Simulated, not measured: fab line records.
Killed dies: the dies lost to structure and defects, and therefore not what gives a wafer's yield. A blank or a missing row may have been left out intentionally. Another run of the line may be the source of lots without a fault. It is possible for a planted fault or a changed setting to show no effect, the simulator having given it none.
Which tool did it? | flow sky130 | 42 wafers sampled from 14 lots at 1 step of a route of 708

## WHAT EACH GAUGE READ, for each wafer
Not one reading of a measure or inspect step in the record can be checked against a usual standard deviation.

## WHICH TOOL RAN EACH LOT (tool, then ch and the chambers of the sampled wafers, then the start)
lot  | SKY_VIA4_PEB_09
L288 | litho_track-01 ch 0, day 43 15:45
L291 | litho_track-04 ch 0, day 44 12:49
L295 | litho_track-01 ch 0, day 45 17:09
L297 | litho_track-03, day 45 22:03
L296 | litho_track-01, day 45 23:14
L301 | litho_track-01 ch 0, day 46 20:45
L302 | litho_track-04 ch 0, day 47 00:40
L303 | litho_track-04 ch 0, day 47 01:48
L305 | litho_track-03 ch 0, day 47 14:15
L306 | litho_track-04 ch 0, day 47 14:54
L307 | litho_track-04 ch 0, day 47 18:18
L309 | litho_track-03 ch 0, day 48 09:51
L310 | litho_track-03 ch 0, day 48 11:33
L311 | litho_track-01 ch 0, day 48 15:09
- SKY_VIA4_PEB_09

## WHAT THE TOOLS THEMSELVES READ (means of the sampled wafers that have a number; where no wafer has one, the mark that the record gives instead)
SKY_VIA4_PEB_09. Usual: exhaust_pa 44.8 Pa, standard deviation 0.87.
lot  | tool           | exhaust_pa (Pa) | flag
L288 | litho_track-01 | 45.4            |
L291 | litho_track-04 | 44.6            |
L295 | litho_track-01 | 43.4            |
L297 | litho_track-03 | -               | OFF
L296 | litho_track-01 | -               | OFF
L301 | litho_track-01 | 45.1            |
L302 | litho_track-04 | 43.9            |
L303 | litho_track-04 | 45.6            |
L305 | litho_track-03 | 45.5            |
L306 | litho_track-04 | 43.7            |
L307 | litho_track-04 | 46.3            |
L309 | litho_track-03 | 45.1            |
L310 | litho_track-03 | 46.2            |
L311 | litho_track-01 | 45.1            |

## THE ANSWER, worked out from the rows above alone
Rule: lot off if the mean of its wafers having a number is beyond 3 standard deviations from the usual mean. Also off: a lot with no number at a reading for which 4 or more lots have one. The other lots that the step has rows for count as sound. The gauges are gone through in route order, then the tools' own readings, and for those a lot's mean is taken as printed above. The first step at which some lot is off is used, and at that step the reading that is off furthest; a lot without a number counts as furthest.
Off: L297, L296, at SKY_VIA4_PEB_09 (exhaust_pa). Without a number there: L297, L296.
If a tool, at that step or one of the process steps before it, ran each lot that is off and ran no sound lot following the first of them, it fits. Of those tried, none fits.

## WHAT WAS PUT IN BY THE SIMULATOR
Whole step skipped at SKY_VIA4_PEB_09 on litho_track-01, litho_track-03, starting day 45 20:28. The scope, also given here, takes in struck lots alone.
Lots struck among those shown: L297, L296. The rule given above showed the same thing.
